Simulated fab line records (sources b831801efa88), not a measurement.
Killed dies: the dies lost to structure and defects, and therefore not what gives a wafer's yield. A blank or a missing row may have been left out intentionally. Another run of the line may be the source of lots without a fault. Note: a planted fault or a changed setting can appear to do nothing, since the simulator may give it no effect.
fab line records + flow sky130
record:
- lots: 12
- wafers: 36
- last_day: 50
route steps=708 shown VIA2@527 METAL4@632 VIA4@651 PAD_OPEN@701
lots that met no fault: taken from a fault-free run of the same line
start_h: start of the lot's first displayed wafer, in hours after the record's first day + wait_h: how many hours have passed since the lot's step before this one + " unchanged from the row above + L1.1+2: a single row standing in for several wafers + - value missing, or start not given + * or withheld: withheld + < > ~ a bound
route shown NAME@n: NAME is a module with steps in the file, n the number in the route of the first one + usual: mean/standard deviation taken from wafers without a fault + same: alike in all rows + chamber/n: place in a boat + sites: readings site by site + _std_site: the values' standard deviation + _edge_site: the outer-site mean with the inner-site mean subtracted + radius_mm: for every site, how far away it sits from the centre of the wafer + mask NAME#n: copy n + behind: the most recent tool/chamber to have shaped the wafer + hold: why the lot was held/for how many hours/how that ended + device: the n, p or np transistor that did not switch + end of line: tests run on the same wafers once the route is complete + for a step that has no rows: nothing shown but its recipe + killed: the dies lost at the first sort to structure and to defects; this is not the yield of the wafer + map: the dies of a wafer, with x for killed, . for not killed, _ for no die there
set.NAME: the setting the step ran with; set.NAME@STEP: the setting that earlier step ran with + model.NAME: the simulator's own value behind a step, which no gauge read
the route's steps for a sample of lots (tables are steps, rows are wafers)
services: a tool's chamber out of use, with start hour (start_h, from the record's first day; less than 0 if before it), hours out, and reason
== steps ==
step: SKY_VIA2_SPUTTER_20
recipe:
- material: TiN
- target_thk_nm: 20
- chamber_pressure_pa: 5
- power_w: 4000
- time_s: 80
usual:
- throttle_valve_pct: 30.2/0.95
| lot.wafer | tool           | chamber | start_h | wait_h | throttle_valve_pct |
|-----------|----------------|---------|---------|--------|--------------------|
| L663.1    | pvd_sputter-01 | -       | 847.17  | 0.0    | 30.2               |
| L663.3    | "              | -       | "       | "      | 28.8               |
| L663.4    | "              | -       | "       | "      | 31.3               |
| L664.4    | pvd_sputter-03 | -       | 849.55  | 0.0    | 32.2               |
| L664.5    | "              | -       | "       | "      | 30.9               |
| L664.6    | "              | -       | "       | "      | 29.2               |
| L666.1    | pvd_sputter-04 | -       | 875.10  | 0.0    | 30.9               |
| L666.3    | "              | -       | "       | "      | 30.5               |
| L666.4    | "              | -       | "       | "      | 29.2               |
| L667.2    | pvd_sputter-04 | -       | 876.17  | 0.0    | 30.7               |
| L667.3    | "              | -       | "       | "      | 28.6               |
| L667.4    | "              | -       | "       | "      | 30.8               |
| L671.4    | pvd_sputter-04 | -       | 907.42  | 0.0    | 31.0               |
| L671.5    | "              | -       | "       | "      | 30.8               |
| L671.6    | "              | -       | "       | "      | 30.5               |
| L676.3    | pvd_sputter-03 | -       | 951.06  | 0.0    | 29.2               |
| L676.4    | "              | -       | "       | "      | 30.8               |
| L676.6    | "              | -       | "       | "      | 30.9               |
| L678.2    | pvd_sputter-03 | -       | 967.53  | 0.0    | 30.6               |
| L678.3    | "              | -       | "       | "      | 32.3               |
| L678.5    | "              | -       | "       | "      | 31.0               |
| L681.1    | pvd_sputter-03 | -       | 980.03  | 0.0    | 28.9               |
| L681.3    | "              | -       | "       | "      | 32.2               |
| L681.5    | "              | -       | "       | "      | 30.4               |
| L682.2    | pvd_sputter-01 | -       | 983.04  | 0.0    | 29.3               |
| L682.4    | "              | -       | "       | "      | 30.4               |
| L682.6    | "              | -       | "       | "      | 29.5               |
| L683.1    | pvd_sputter-03 | -       | 990.57  | 0.0    | 30.8               |
| L683.4    | "              | -       | "       | "      | 28.9               |
| L683.6    | "              | -       | "       | "      | 29.3               |
| L684.2    | pvd_sputter-04 | -       | 997.90  | 0.0    | 30.9               |
| L684.5    | "              | -       | "       | "      | 30.9               |
| L684.6    | "              | -       | "       | "      | 30.9               |
| L686.2    | pvd_sputter-04 | -       | 1024.78 | 0.0    | 30.6               |
| L686.4    | "              | -       | "       | "      | 31.1               |
| L686.5    | "              | -       | "       | "      | 30.9               |
step: SKY_METAL4_ETCH_16
recipe:
- chemistry: N2/H2
- target: BARC
- ion_energy_ev: 195.3
- bias_w: 100
- pressure_mtorr: 30
- n2_flow_sccm: 100
- h2_flow_sccm: 200
- icp_w: 500
- stop_on: SiO2
- time_s: 88.2
- target_depth_a: 600
usual:
- drypump_motor_current_A: 5.7/0.59
- oes_product_au: 0.626/0.005
- throttle_valve_pct: 13.205/0.0091
| lot.wafer | tool         | chamber | start_h | wait_h | drypump_motor_current_A | oes_product_au | rf_hours_counter_h | throttle_valve_pct |
|-----------|--------------|---------|---------|--------|-------------------------|----------------|--------------------|--------------------|
| L663.1    | rie_metal-02 | 0       | 977.26  | 0.0    | 5.2                     | 0.631          | 15                 | 13.184             |
| L663.3    | "            | 0       | "       | "      | 5.2                     | 0.627          | -                  | 13.202             |
| L663.4    | "            | 1       | "       | "      | 5.0                     | 0.633          | -                  | 13.210             |
| L664.4    | rie_metal-01 | 0       | 978.31  | 0.0    | 6.4                     | 0.627          | -                  | 13.204             |
| L664.5    | "            | 1       | "       | "      | 6.4                     | 0.624          | -                  | 13.210             |
| L664.6    | "            | 0       | "       | "      | 6.3                     | 0.618          | -                  | 13.200             |
| L666.1    | rie_metal-02 | 0       | 1001.53 | 0.0    | 5.2                     | 0.621          | 16                 | 13.180             |
| L666.3    | "            | 1       | "       | "      | 5.0                     | 0.633          | -                  | 13.212             |
| L666.4    | "            | 0       | "       | "      | 5.2                     | 0.632          | -                  | 13.208             |
| L667.2    | rie_metal-03 | 0       | 1003.38 | 0.0    | 6.2                     | 0.629          | 11                 | 13.211             |
| L667.3    | "            | 0       | "       | "      | 6.2                     | 0.615          | -                  | 13.195             |
| L667.4    | "            | 1       | "       | "      | 5.9                     | 0.628          | -                  | 13.194             |
| L671.4    | rie_metal-03 | 0       | 1032.56 | 0.0    | 6.2                     | 0.624          | -                  | 13.213             |
| L671.5    | "            | 1       | "       | "      | 5.9                     | 0.621          | -                  | 13.211             |
| L671.6    | "            | 0       | "       | "      | 6.2                     | 0.623          | -                  | 13.204             |
| L676.3    | rie_metal-01 | 1       | 1069.85 | 0.0    | 6.4                     | 0.624          | -                  | 13.205             |
| L676.4    | "            | 0       | "       | "      | 6.4                     | 0.632          | -                  | 13.196             |
| L676.6    | "            | 1       | "       | "      | 6.4                     | 0.629          | -                  | 13.205             |
| L678.2    | rie_metal-02 | 1       | 1083.65 | 0.0    | 5.0                     | 0.627          | 17                 | 13.192             |
| L678.3    | "            | 1       | "       | "      | 5.0                     | 0.629          | -                  | 13.195             |
| L678.5    | "            | 0       | "       | "      | 5.2                     | 0.619          | -                  | 13.195             |
| L681.1    | rie_metal-01 | 1       | 1095.13 | 0.0    | 6.4                     | 0.625          | 23                 | 13.222             |
| L681.3    | "            | 1       | "       | "      | 6.4                     | 0.624          | -                  | 13.214             |
| L681.5    | "            | 1       | "       | "      | 6.4                     | 0.627          | -                  | 13.210             |
| L682.2    | rie_metal-03 | 0       | 1099.43 | 0.0    | 6.2                     | 0.631          | 17                 | 13.209             |
| L682.4    | "            | 0       | "       | "      | 6.2                     | 0.631          | -                  | 13.191             |
| L682.6    | "            | 1       | "       | "      | 5.9                     | 0.618          | -                  | 13.196             |
| L683.1    | rie_metal-02 | 0       | 1103.91 | 0.0    | 5.2                     | 0.629          | 22                 | 13.207             |
| L683.4    | "            | 0       | "       | "      | 5.2                     | 0.623          | -                  | 13.203             |
| L683.6    | "            | 0       | "       | "      | 5.2                     | 0.631          | -                  | 13.196             |
| L684.2    | rie_metal-03 | 0       | 1109.46 | 0.0    | 6.2                     | 0.623          | 18                 | 13.221             |
| L684.5    | "            | 0       | "       | "      | 6.2                     | 0.625          | -                  | 13.196             |
| L684.6    | "            | 1       | "       | "      | 5.9                     | 0.631          | -                  | 13.218             |
| L686.2    | rie_metal-02 | 0       | 1135.46 | 0.0    | 5.2                     | 0.620          | 24                 | 13.195             |
| L686.4    | "            | 0       | "       | "      | 5.2                     | 0.629          | -                  | 13.209             |
| L686.5    | "            | 1       | "       | "      | 5.0                     | 0.628          | -                  | 13.201             |
step: SKY_VIA4_ETCH_12
recipe:
- target: SiO2
- chemistry: C4F8/O2/Ar
- stop_on: TiN
- mask_material: NOVOLAK
- source_w: 1500
- bias_w: 1200
- pressure_mtorr: 40
- c4f8_flow_sccm: withheld
- O2_flow_sccm: 6
- Ar_flow_sccm: 300
- time_s: withheld
- target_depth_a: 5800
usual:
- oes_product_au: 0.926/0.0043
| lot.wafer | tool        | chamber | start_h | wait_h | oes_product_au |
|-----------|-------------|---------|---------|--------|----------------|
| L663.1    | rie_diel-01 | 0       | 1001.66 | 0.0    | 0.928          |
| L663.3    | "           | 2       | "       | "      | 0.923          |
| L663.4    | "           | 1       | "       | "      | 0.924          |
| L664.4    | rie_diel-03 | 0       | 1002.00 | 0.0    | 0.925          |
| L664.5    | "           | 2       | "       | "      | 0.928          |
| L664.6    | "           | 1       | "       | "      | 0.926          |
| L666.1    | rie_diel-04 | 3       | 1025.26 | 0.0    | 0.925          |
| L666.3    | "           | 1       | "       | "      | 0.924          |
| L666.4    | "           | 2       | "       | "      | 0.927          |
| L667.2    | rie_diel-01 | 3       | 1027.06 | 0.0    | 0.926          |
| L667.3    | "           | 0       | "       | "      | 0.926          |
| L667.4    | "           | 2       | "       | "      | 0.929          |
| L671.4    | rie_diel-04 | 3       | 1056.06 | 0.0    | 0.930          |
| L671.5    | "           | 1       | "       | "      | 0.925          |
| L671.6    | "           | 2       | "       | "      | 0.925          |
| L676.3    | rie_diel-03 | 2       | 1091.71 | 0.0    | 0.927          |
| L676.4    | "           | 3       | "       | "      | 0.933          |
| L676.6    | "           | 3       | "       | "      | 0.920          |
| L678.2    | rie_diel-03 | 2       | 1105.53 | 0.0    | 0.928          |
| L678.3    | "           | 0       | "       | "      | 0.935          |
| L678.5    | "           | 0       | "       | "      | 0.922          |
| L681.1    | rie_diel-04 | 0       | 1116.01 | 0.0    | 0.922          |
| L681.3    | "           | 2       | "       | "      | 0.933          |
| L681.5    | "           | 1       | "       | "      | 0.932          |
| L682.2    | rie_diel-03 | 2       | 1119.86 | 0.0    | 0.927          |
| L682.4    | "           | 0       | "       | "      | 0.922          |
| L682.6    | "           | 0       | "       | "      | 0.929          |
| L683.1    | rie_diel-01 | 0       | 1124.73 | 0.0    | 0.925          |
| L683.4    | "           | 1       | "       | "      | 0.925          |
| L683.6    | "           | 2       | "       | "      | 0.919          |
| L684.2    | rie_diel-03 | 3       | 1130.13 | 0.0    | 0.930          |
| L684.5    | "           | 2       | "       | "      | 0.921          |
| L684.6    | "           | 3       | "       | "      | 0.919          |
| L686.2    | rie_diel-01 | 3       | 1154.53 | 0.0    | 0.927          |
| L686.4    | "           | 1       | "       | "      | 0.921          |
| L686.5    | "           | 2       | "       | "      | 0.926          |
step: SKY_PAD_OPEN_ETCH_07
recipe:
- chemistry: CF4/O2
- target_depth_nm: 725
- stop_on: AlCu
- source_w: 800
- bias_w: 150
- pressure_mtorr: 150
- cf4_flow_sccm: 80
- O2_flow_sccm: 10
- time_s: 161.1
usual:
- drypump_motor_current_A: 5.7/0.58
- oes_product_au: 0.977/0.0072
- throttle_valve_pct: 5.964/0.01
| lot.wafer | tool        | chamber | start_h | wait_h | drypump_motor_current_A | oes_product_au | rf_hours_counter_h | throttle_valve_pct |
|-----------|-------------|---------|---------|--------|-------------------------|----------------|--------------------|--------------------|
| L663.1    | rie_diel-03 | 1       | 1070.68 | -      | 6.5                     | 0.979          | 16                 | 5.978              |
| L663.3    | "           | 3       | "       | "      | 5.8                     | 0.973          | 8                  | 5.978              |
| L663.4    | "           | 2       | "       | "      | 5.4                     | 0.986          | 16                 | 5.960              |
| L664.4    | rie_diel-04 | 0       | 1071.14 | -      | 5.5                     | 0.978          | 17                 | 5.962              |
| L664.5    | "           | 1       | "       | "      | 5.9                     | 0.976          | -                  | 5.976              |
| L664.6    | "           | 2       | "       | "      | 4.9                     | 0.974          | -                  | 5.965              |
| L666.1    | rie_diel-03 | 1       | 1092.03 | -      | 6.5                     | 0.979          | 17                 | 5.963              |
| L666.3    | "           | 3       | "       | "      | 5.9                     | 0.977          | 8                  | 5.972              |
| L666.4    | "           | 2       | "       | "      | 5.4                     | 0.976          | 17                 | 5.972              |
| L667.2    | rie_diel-04 | 1       | 1092.81 | -      | 5.9                     | 0.975          | 19                 | 5.968              |
| L667.3    | "           | 3       | "       | "      | 5.0                     | 0.977          | 13                 | 5.968              |
| L667.4    | "           | 2       | "       | "      | 4.9                     | 0.981          | 25                 | 5.954              |
| L671.4    | rie_diel-03 | 2       | 1120.81 | -      | 5.4                     | 0.977          | 18                 | 5.962              |
| L671.5    | "           | 0       | "       | "      | 5.0                     | 0.979          | -                  | 5.960              |
| L671.6    | "           | 1       | "       | "      | 6.5                     | 0.969          | -                  | 5.972              |
| L676.3    | rie_diel-04 | 3       | 1151.81 | -      | 5.0                     | 0.983          | 16                 | 5.968              |
| L676.4    | "           | 1       | "       | "      | 5.8                     | 0.984          | 21                 | 5.964              |
| L676.6    | "           | 0       | "       | "      | 5.5                     | 0.990          | -                  | 5.980              |
| L678.2    | rie_diel-02 | 0       | 1163.86 | -      | 5.5                     | 0.967          | 26                 | 5.952              |
| L678.3    | "           | 1       | "       | "      | 6.7                     | 0.968          | 23                 | 5.955              |
| L678.5    | "           | 1       | "       | "      | 6.7                     | 0.982          | -                  | 5.959              |
| L681.1    | rie_diel-03 | 1       | 1173.46 | -      | 6.5                     | 0.969          | 19                 | 5.963              |
| L681.3    | "           | 3       | "       | "      | 5.8                     | 0.955          | 11                 | 5.967              |
| L681.5    | "           | 2       | "       | "      | 5.4                     | 0.988          | -                  | 5.958              |
| L682.2    | rie_diel-04 | 0       | 1175.68 | -      | 5.5                     | 0.976          | 22                 | 5.963              |
| L682.4    | "           | 1       | "       | "      | 5.9                     | 0.973          | 23                 | 5.959              |
| L682.6    | "           | 0       | "       | "      | 5.5                     | 0.985          | -                  | 5.965              |
| L683.1    | rie_diel-03 | 0       | 1180.91 | -      | 5.0                     | 0.985          | 14                 | 5.979              |
| L683.4    | "           | 2       | "       | "      | 5.4                     | 0.987          | 20                 | 5.958              |
| L683.6    | "           | 1       | "       | "      | 6.5                     | 0.982          | -                  | 5.962              |
| L684.2    | rie_diel-03 | 1       | 1185.01 | -      | 6.5                     | 0.985          | 20                 | 5.961              |
| L684.5    | "           | 0       | "       | "      | 5.0                     | 0.976          | -                  | 5.955              |
| L684.6    | "           | 3       | "       | "      | 5.9                     | 0.978          | -                  | 5.982              |
| L686.2    | rie_diel-04 | 3       | 1205.68 | -      | 5.0                     | 0.968          | 18                 | 5.975              |
| L686.4    | "           | 2       | "       | "      | 4.8                     | 0.990          | 30                 | 5.955              |
| L686.5    | "           | 2       | "       | "      | 4.9                     | 0.979          | -                  | 5.947              |
step: SKY_PAD_OPEN_PROBE_99
usual:
- defect_limited_yield: 82.6/2.1
- killed_at_M0_to_M3: 44/7.5
- killed_at_M4_up: 3.1/1.7
- killed_at_contacts: 24/6.2
- killed_at_front_end: 15/4.2
- killed_at_other: 0.4/0.58
- killed_dies: 85/10
- killed_open: 47/7.7
- killed_short: 38/6.4
- sort_bin_3_pad_short: 0.8/0.41
- sort_bin_5_function: 10.3/1.7
- sort_bin_6_memory: 6.2/1.1
- sort_n_pass: 407/10
- sort_yield_pct: 82.6/2.1
same:
- gross_dies: 492
- killed_at_back_side: 0
- sort_bin_4_leakage[%]: 0
- sort_bin_8_speed[%]: 0
| lot.wafer | tool      | chamber | start_h | wait_h | defect_limited_yield[%] | killed_at_M0_to_M3 | killed_at_M4_up | killed_at_contacts | killed_at_front_end | killed_at_other | killed_dies | killed_open | killed_short | sort_bin_3_pad_short[%] | sort_bin_5_function[%] | sort_bin_6_memory[%] | sort_n_pass | sort_yield_pct[%] |
|-----------|-----------|---------|---------|--------|-------------------------|--------------------|-----------------|--------------------|---------------------|-----------------|-------------|-------------|--------------|-------------------------|------------------------|----------------------|-------------|-------------------|
| L664.4    | prober-02 | -       | 1073.61 | 0.2    | 83.1                    | 52                 | 5               | 20                 | 6                   | 0               | 83          | 59          | 24           | 0.8                     | 9.3                    | 6.7                  | 409         | 83.1              |
| L664.5    | prober-02 | -       | 1073.66 | 0.2    | 85.6                    | 37                 | 3               | 16                 | 15                  | 0               | 71          | 42          | 29           | 0.2                     | 10.0                   | 4.3                  | 421         | 85.6              |
| L664.6    | prober-02 | -       | 1073.71 | 0.2    | 80.9                    | 47                 | 2               | 33                 | 12                  | 0               | 94          | 60          | 34           | 1.4                     | 8.5                    | 9.1                  | 398         | 80.9              |
| L666.1    | prober-02 | -       | 1094.36 | 0.1    | 82.3                    | 43                 | 4               | 29                 | 11                  | 0               | 87          | 47          | 40           | 1.0                     | 11.0                   | 5.7                  | 405         | 82.3              |
| L666.3    | prober-02 | -       | 1094.46 | 0.2    | 82.7                    | 42                 | 4               | 26                 | 13                  | 0               | 85          | 37          | 48           | 0.6                     | 9.6                    | 7.1                  | 407         | 82.7              |
| L666.4    | prober-02 | -       | 1094.51 | 0.2    | 81.9                    | 44                 | 1               | 26                 | 17                  | 1               | 89          | 43          | 46           | 0.6                     | 10.2                   | 7.3                  | 403         | 81.9              |
| L667.2    | prober-01 | -       | 1095.59 | 0.1    | 82.1                    | 45                 | 2               | 28                 | 12                  | 1               | 88          | 54          | 34           | 1.0                     | 11.4                   | 5.5                  | 404         | 82.1              |
| L667.3    | prober-01 | -       | 1095.64 | 0.2    | 82.1                    | 44                 | 4               | 26                 | 13                  | 1               | 88          | 51          | 37           | 1.8                     | 8.7                    | 7.3                  | 404         | 82.1              |
| L667.4    | prober-01 | -       | 1095.69 | 0.2    | 80.5                    | 49                 | 1               | 24                 | 22                  | 0               | 96          | 55          | 41           | 1.0                     | 12.8                   | 5.7                  | 396         | 80.5              |
| L671.4    | prober-02 | -       | 1123.28 | 0.2    | 85.0                    | 45                 | 1               | 21                 | 6                   | 1               | 74          | 46          | 28           | 0.6                     | 8.7                    | 5.7                  | 418         | 85.0              |
| L671.5    | prober-02 | -       | 1123.33 | 0.2    | 82.1                    | 37                 | 3               | 27                 | 21                  | 0               | 88          | 41          | 47           | 1.0                     | 8.9                    | 7.9                  | 404         | 82.1              |
| L671.6    | prober-02 | -       | 1123.38 | 0.2    | 76.4                    | 82                 | 3               | 22                 | 9                   | 0               | 116         | 31          | 36           | 2.2                     | 14.8                   | 6.5                  | 376         | 76.4              |
| L681.1    | prober-01 | -       | 1175.80 | 0.1    | 77.8                    | 58                 | 1               | 30                 | 20                  | 0               | 109         | 58          | 50           | 1.0                     | 13.6                   | 7.5                  | 383         | 77.8              |
| L681.3    | prober-01 | -       | 1175.90 | 0.2    | 85.0                    | 37                 | 5               | 20                 | 12                  | 0               | 74          | 33          | 41           | 0.4                     | 9.6                    | 5.1                  | 418         | 85.0              |
| L681.5    | prober-01 | -       | 1176.00 | 0.2    | 83.5                    | 41                 | 4               | 21                 | 14                  | 1               | 81          | 42          | 38           | 0.4                     | 9.6                    | 6.5                  | 411         | 83.5              |
| L682.2    | prober-02 | -       | 1178.13 | 0.1    | 83.1                    | 40                 | 4               | 22                 | 17                  | 0               | 83          | 44          | 37           | 1.2                     | 10.2                   | 5.5                  | 409         | 83.1              |
| L682.4    | prober-02 | -       | 1178.23 | 0.2    | 82.9                    | 46                 | 2               | 21                 | 15                  | 0               | 84          | 45          | 39           | 1.0                     | 10.8                   | 5.3                  | 408         | 82.9              |
| L682.6    | prober-02 | -       | 1178.33 | 0.2    | 83.3                    | 41                 | 1               | 24                 | 16                  | 0               | 82          | 43          | 38           | 1.4                     | 8.5                    | 6.7                  | 410         | 83.3              |
| L683.1    | prober-01 | -       | 1183.29 | 0.1    | 84.3                    | 41                 | 3               | 18                 | 15                  | 0               | 77          | 45          | 32           | 0.4                     | 9.3                    | 5.9                  | 415         | 84.3              |
| L683.4    | prober-01 | -       | 1183.44 | 0.2    | 85.0                    | 38                 | 3               | 19                 | 14                  | 0               | 74          | 39          | 34           | 0.8                     | 9.1                    | 5.1                  | 418         | 85.0              |
| L683.6    | prober-01 | -       | 1183.54 | 0.2    | 82.3                    | 44                 | 2               | 25                 | 16                  | 0               | 87          | 46          | 41           | 1.2                     | 10.6                   | 5.9                  | 405         | 82.3              |
| L684.2    | prober-02 | -       | 1187.38 | 0.1    | 83.5                    | 48                 | 3               | 21                 | 9                   | 0               | 81          | 41          | 40           | 0.6                     | 7.5                    | 8.3                  | 411         | 83.5              |
| L684.5    | prober-02 | -       | 1187.53 | 0.2    | 83.9                    | 42                 | 3               | 20                 | 13                  | 1               | 79          | 46          | 33           | 0.8                     | 8.5                    | 6.7                  | 413         | 83.9              |
| L684.6    | prober-02 | -       | 1187.58 | 0.2    | 80.3                    | 55                 | 4               | 20                 | 17                  | 1               | 97          | 49          | 48           | 1.6                     | 11.0                   | 7.1                  | 395         | 80.3              |
killed by level:class
L664.4 VIA2:geometric_particle:open=13 VIA1:geometric_particle:open=11 VIA3:geometric_particle:open=10 LI_CONTACT:geometric_particle:open=7 CONTACT:geometric_particle:open=7 METAL1:geometric_particle:short=4 CONTACT:geometric_particle:short=3 METAL1:geometric_particle:open=3
L664.5 VIA1:geometric_particle:open=14 VIA3:geometric_particle:open=9 CONTACT:geometric_particle:open=6 FIELD_ISO:geometric_particle:short=5 LI_CONTACT:geometric_particle:open=4 POLY_GATE:geometric_particle:short=4 VIA2:geometric_particle:open=4 METAL1:geometric_particle:short=3
L664.6 VIA1:geometric_particle:open=12 CONTACT:geometric_particle:open=11 LI_CONTACT:geometric_particle:open=9 VIA3:geometric_particle:open=8 FIELD_ISO:geometric_particle:open=7 VIA2:geometric_particle:open=6 LOCAL_INTERCONNECT:geometric_particle:short=5 METAL2:geometric_particle:short=5
L666.1 VIA1:geometric_particle:open=10 CONTACT:geometric_particle:open=9 VIA1:geometric_particle:short=8 LI_CONTACT:geometric_particle:open=7 VIA3:geometric_particle:open=7 LOCAL_INTERCONNECT:geometric_particle:short=6 METAL2:geometric_particle:short=5 FIELD_ISO:geometric_particle:open=4
L666.3 METAL1:geometric_particle:short=9 CONTACT:geometric_particle:open=9 VIA3:geometric_particle:open=7 METAL2:geometric_particle:short=6 CONTACT:geometric_particle:short=6 VIA1:geometric_particle:short=5 VIA2:geometric_particle:open=5 FIELD_ISO:geometric_particle:open=4
L666.4 METAL1:geometric_particle:short=11 CONTACT:geometric_particle:open=9 VIA3:geometric_particle:open=9 LI_CONTACT:geometric_particle:open=7 METAL2:geometric_particle:short=7 VIA1:geometric_particle:open=6 FIELD_ISO:geometric_particle:short=5 FIELD_ISO:geometric_particle:open=4
L667.2 VIA1:geometric_particle:open=13 CONTACT:geometric_particle:open=11 VIA3:geometric_particle:open=8 LI_CONTACT:geometric_particle:open=7 METAL1:geometric_particle:short=6 CONTACT:geometric_particle:short=4 METAL2:geometric_particle:short=4 POLY_GATE:geometric_particle:short=3
L667.3 VIA1:geometric_particle:open=15 LI_CONTACT:geometric_particle:open=9 VIA2:geometric_particle:open=6 CONTACT:geometric_particle:short=6 VIA3:geometric_particle:open=6 LOCAL_INTERCONNECT:geometric_particle:short=5 VIA1:geometric_particle:short=4 METAL2:geometric_particle:short=4
L667.4 VIA1:geometric_particle:open=13 CONTACT:geometric_particle:open=10 POLY_GATE:geometric_particle:open=7 METAL2:geometric_particle:short=7 VIA3:geometric_particle:open=6 POLY_GATE:geometric_particle:short=4 LI_CONTACT:geometric_particle:open=4 LOCAL_INTERCONNECT:geometric_particle:short=4
L671.4 VIA1:geometric_particle:open=14 LI_CONTACT:geometric_particle:open=6 LOCAL_INTERCONNECT:geometric_particle:short=5 CONTACT:geometric_particle:open=5 VIA3:geometric_particle:short=5 VIA3:geometric_particle:open=5 POLY_GATE:geometric_particle:open=4 VIA2:geometric_particle:open=4
L671.5 CONTACT:geometric_particle:open=10 CONTACT:geometric_particle:short=8 POLY_GATE:geometric_particle:short=7 POLY_GATE:geometric_particle:open=7 VIA1:geometric_particle:open=7 METAL2:geometric_particle:short=7 VIA3:geometric_particle:open=7 VIA1:geometric_particle:short=6
L671.6 VIA2:unspecified=49 CONTACT:geometric_particle:open=9 METAL2:geometric_particle:short=7 VIA1:geometric_particle:short=6 VIA1:geometric_particle:open=5 LI_CONTACT:geometric_particle:open=4 CONTACT:geometric_particle:short=4 VIA3:geometric_particle:open=4
L681.1 VIA1:geometric_particle:open=11 LI_CONTACT:geometric_particle:open=10 CONTACT:geometric_particle:open=10 METAL2:geometric_particle:short=10 METAL1:geometric_particle:short=8 VIA2:geometric_particle:open=8 VIA1:geometric_particle:short=6 FIELD_ISO:geometric_particle:short=5
L681.3 VIA1:geometric_particle:open=9 CONTACT:geometric_particle:open=5 CONTACT:geometric_particle:short=5 METAL1:geometric_particle:short=5 METAL2:geometric_particle:short=5 METAL4:geometric_particle:short=5 LI_CONTACT:geometric_particle:open=4 VIA3:geometric_particle:open=4
L681.5 VIA1:geometric_particle:open=11 LI_CONTACT:geometric_particle:open=7 CONTACT:geometric_particle:open=7 VIA2:geometric_particle:open=6 VIA2:geometric_particle:short=6 FIELD_ISO:geometric_particle:open=5 CONTACT:geometric_particle:short=5 VIA1:geometric_particle:short=5
L682.2 VIA1:geometric_particle:open=10 LI_CONTACT:geometric_particle:open=9 FIELD_ISO:geometric_particle:short=7 VIA2:geometric_particle:open=7 CONTACT:geometric_particle:open=5 CONTACT:geometric_particle:short=5 METAL1:geometric_particle:short=5 METAL2:geometric_particle:short=5
L682.4 VIA1:geometric_particle:open=9 LI_CONTACT:geometric_particle:open=8 METAL2:geometric_particle:short=8 VIA2:geometric_particle:open=8 VIA3:geometric_particle:short=6 POLY_GATE:geometric_particle:open=5 CONTACT:geometric_particle:open=5 VIA3:geometric_particle:open=5
L682.6 LI_CONTACT:geometric_particle:open=11 METAL2:geometric_particle:short=7 VIA2:geometric_particle:open=7 FIELD_ISO:geometric_particle:short=6 VIA1:geometric_particle:open=6 FIELD_ISO:geometric_particle:open=4 CONTACT:geometric_particle:open=4 VIA1:geometric_particle:short=4
L683.1 VIA1:geometric_particle:open=8 LI_CONTACT:geometric_particle:open=7 VIA3:geometric_particle:open=7 FIELD_ISO:geometric_particle:short=6 POLY_GATE:geometric_particle:open=4 LOCAL_INTERCONNECT:geometric_particle:short=4 CONTACT:geometric_particle:open=4 VIA2:geometric_particle:open=4
L683.4 VIA1:geometric_particle:open=9 CONTACT:geometric_particle:open=8 LI_CONTACT:geometric_particle:open=5 METAL1:geometric_particle:short=5 VIA1:geometric_particle:short=5 VIA2:geometric_particle:open=5 CONTACT:geometric_particle:short=4 METAL2:geometric_particle:short=4
L683.6 CONTACT:geometric_particle:open=10 VIA1:geometric_particle:open=9 VIA3:geometric_particle:open=7 CONTACT:geometric_particle:short=6 VIA1:geometric_particle:short=6 FIELD_ISO:geometric_particle:short=5 METAL2:geometric_particle:short=5 POLY_GATE:geometric_particle:open=4
L684.2 CONTACT:geometric_particle:open=8 VIA3:geometric_particle:open=8 VIA1:geometric_particle:open=7 METAL1:geometric_particle:short=7 METAL2:geometric_particle:short=7 VIA2:geometric_particle:open=5 LI_CONTACT:geometric_particle:open=4 LOCAL_INTERCONNECT:geometric_particle:short=4
L684.5 VIA3:geometric_particle:open=9 CONTACT:geometric_particle:open=8 VIA1:geometric_particle:open=8 LI_CONTACT:geometric_particle:open=6 METAL1:geometric_particle:short=6 POLY_GATE:geometric_particle:short=4 METAL2:geometric_particle:short=4 FIELD_ISO:geometric_particle:open=3
L684.6 VIA1:geometric_particle:open=8 VIA1:geometric_particle:short=8 METAL1:geometric_particle:short=7 VIA2:geometric_particle:open=7 VIA3:geometric_particle:open=7 CONTACT:geometric_particle:open=6 FIELD_ISO:geometric_particle:open=5 POLY_GATE:geometric_particle:short=5
== services ==
| tool           | chamber | start_h | hours | kind   |
|----------------|---------|---------|-------|--------|
| rie_diel-03    | 2       | 825.67  | 1.5   | repair |
| rie_diel-03    | 2       | 833.87  | 6.1   | repair |
| rie_metal-02   | -       | 849.35  | 0.2   | repair |
| rie_diel-03    | 3       | 889.37  | 6.5   | repair |
| rie_diel-03    | 2       | 890.26  | 10.1  | repair |
| rie_metal-02   | 0       | 892.33  | 1.4   | repair |
| rie_diel-03    | 3       | 901.58  | 127.3 | repair |
| pvd_sputter-03 | -       | 904.85  | 24.6  | repair |
| rie_metal-03   | 1       | 909.49  | 4.4   | repair |
| pvd_sputter-04 | -       | 937.41  | 8.7   | repair |
| pvd_sputter-04 | -       | 964.66  | 21.3  | repair |
| rie_diel-03    | -       | 967.18  | 2.8   | pm     |
| rie_diel-03    | 1       | 979.05  | 9.2   | repair |
| rie_diel-04    | 3       | 982.54  | 6.4   | repair |
| rie_diel-04    | 0       | 998.54  | 7.8   | repair |
| rie_diel-01    | 1       | 1011.78 | 5.8   | repair |
| rie_diel-03    | 2       | 1015.87 | 5.7   | repair |
| rie_diel-04    | 2       | 1040.70 | 7.4   | repair |
| pvd_sputter-03 | -       | 1047.69 | 3.0   | repair |
| rie_metal-02   | -       | 1053.82 | 0.5   | repair |
| rie_metal-02   | -       | 1062.40 | 14.6  | pm     |
| pvd_sputter-04 | -       | 1070.64 | 1.6   | repair |
| rie_diel-03    | -       | 1142.78 | 0.7   | repair |
| rie_diel-03    | -       | 1156.63 | 14.6  | pm     |
== key ==
first_sign:
- step: SKY_PAD_OPEN_PROBE_99
- reading: killed_at_M0_to_M3
- direction: up
- sigmas: 5.2
- usual: 44
- struck: 82
effect:
- step: SKY_PAD_OPEN_PROBE_99
- reading: sort_bin_3_pad_short
- direction: up
- sigmas: 3.4
- usual: 0.8
- struck: 2.2
met_at SKY_VIA2_SPUTTER_20
struck_lots L671
struck_wafers L671.6
not_acting_at SKY_METAL4_ETCH_16,SKY_VIA4_ETCH_12,SKY_PAD_OPEN_ETCH_07
onset_between 875.10 907.42
fault:
- kind: chamber_particle_source
- tool: pvd_sputter-04
- chamber: -
- onset_h: 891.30
- steps: SKY_VIA2_SPUTTER_20
- rate_per_visit_cm2: 0.85864
- end_h: 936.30
- scope: struck_wafers_only
